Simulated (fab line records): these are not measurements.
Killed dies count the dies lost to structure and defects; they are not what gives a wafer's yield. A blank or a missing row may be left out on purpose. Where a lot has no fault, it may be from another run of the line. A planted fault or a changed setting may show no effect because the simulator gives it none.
What tool caused it?	flow sky130	11 lots, 33 wafers sampled, at 3 steps of a route of 708

== WHAT THE GAUGES SHOWED, per wafer ==
SKY_VIA2_RS_MEAS_22: uses a four-point probe to measure.
lot	measured	on	VIA2_W_RS (ohm/sq)
L746	day 36 17:05	film metro-01	0.266 0.268 0.273
L748	day 37 06:36	film metro-03	0.270 0.279 0.270
L752	day 38 04:04	film metro-01	0.271 0.264 0.265
L755	day 38 23:59	film metro-02	0.272 0.273 0.270
L758	day 40 01:27	film metro-02	0.271 0.271 0.269
L759	day 40 19:40	film metro-02	0.268 0.272 0.267
L761	day 41 11:10	film metro-03	0.271 0.276 0.270
L762	day 41 20:52	film metro-03	0.268 0.275 0.273
L764	day 41 22:47	film metro-02	0.267 0.265 0.273
L763	day 41 23:47	film metro-01	0.272 0.267 0.272
L765	day 42 03:05	film metro-03	0.270 0.276 0.269

== EACH LOT AND THE TOOL THAT RAN IT (in order: tool; ch and the chambers of the sampled wafers; start) ==
lot	SKY_VIA2_ETCH_15	SKY_VIA2_STRIP_16
L746	rie diel-01 ch 0,3, day 36 16:10	plasma asher-04 ch 0,1, day 36 16:16
L748	rie diel-03 ch 1,2,3, day 37 05:43	plasma asher-01 ch 0,1, day 37 05:47
L752	rie diel-04 ch 0,2,3, day 38 03:11	plasma asher-01 ch 0,1, day 38 03:15
L755	rie diel-01 ch 1,2, day 38 23:08	plasma asher-04 ch 0,1, day 38 23:12
L758	rie diel-01 ch 0,1,2, day 40 00:26	plasma asher-01 ch 0,1, day 40 00:32
L759	rie diel-01 ch 0,1,2, day 40 18:49	plasma asher-01 ch 0,1, day 40 18:53
L761	rie diel-03 ch 1,2, day 41 10:19	plasma asher-02 ch 0,1, day 41 10:23
L762	rie diel-03 ch 0,3, day 41 19:59	plasma asher-02 ch 0,1, day 41 20:03
L764	rie diel-03 ch 0,2,3, day 41 21:55	plasma asher-01 ch 0,1, day 41 21:58
L763	rie diel-03 ch 0,2,3, day 41 22:53	plasma asher-02 ch 0,1, day 41 22:57
L765	rie diel-04 ch 1,2,3, day 42 02:11	plasma asher-04 ch 0,1, day 42 02:15
- SKY_VIA2_ETCH_15: etches SiO2 in C4F8/O2/Ar, stops on TiN, target depth 546 nm, time 84 s.
- SKY_VIA2_STRIP_16: strips in O2/N2.

== THE ANSWER, worked out from the rows above alone ==
Rule: the usual values come from the lots themselves. The widest of any qualifying gaps counts: lots, ordered by their means at a reading, are off when they make up no more than a third of the lots, leave a main group of 4 or more, and stand apart from it by 3 or more times the standard deviation of that group's means. If all means in a main group match to the digits the tables above print for the reading, that group is not used. A lot without any number at a reading at which 4 lots or more have one is off too. The other lots that the step has rows for count as sound.
None of the lots is off at any reading shown; this tells nothing.

== WHAT THE SIMULATOR PUT IN ==
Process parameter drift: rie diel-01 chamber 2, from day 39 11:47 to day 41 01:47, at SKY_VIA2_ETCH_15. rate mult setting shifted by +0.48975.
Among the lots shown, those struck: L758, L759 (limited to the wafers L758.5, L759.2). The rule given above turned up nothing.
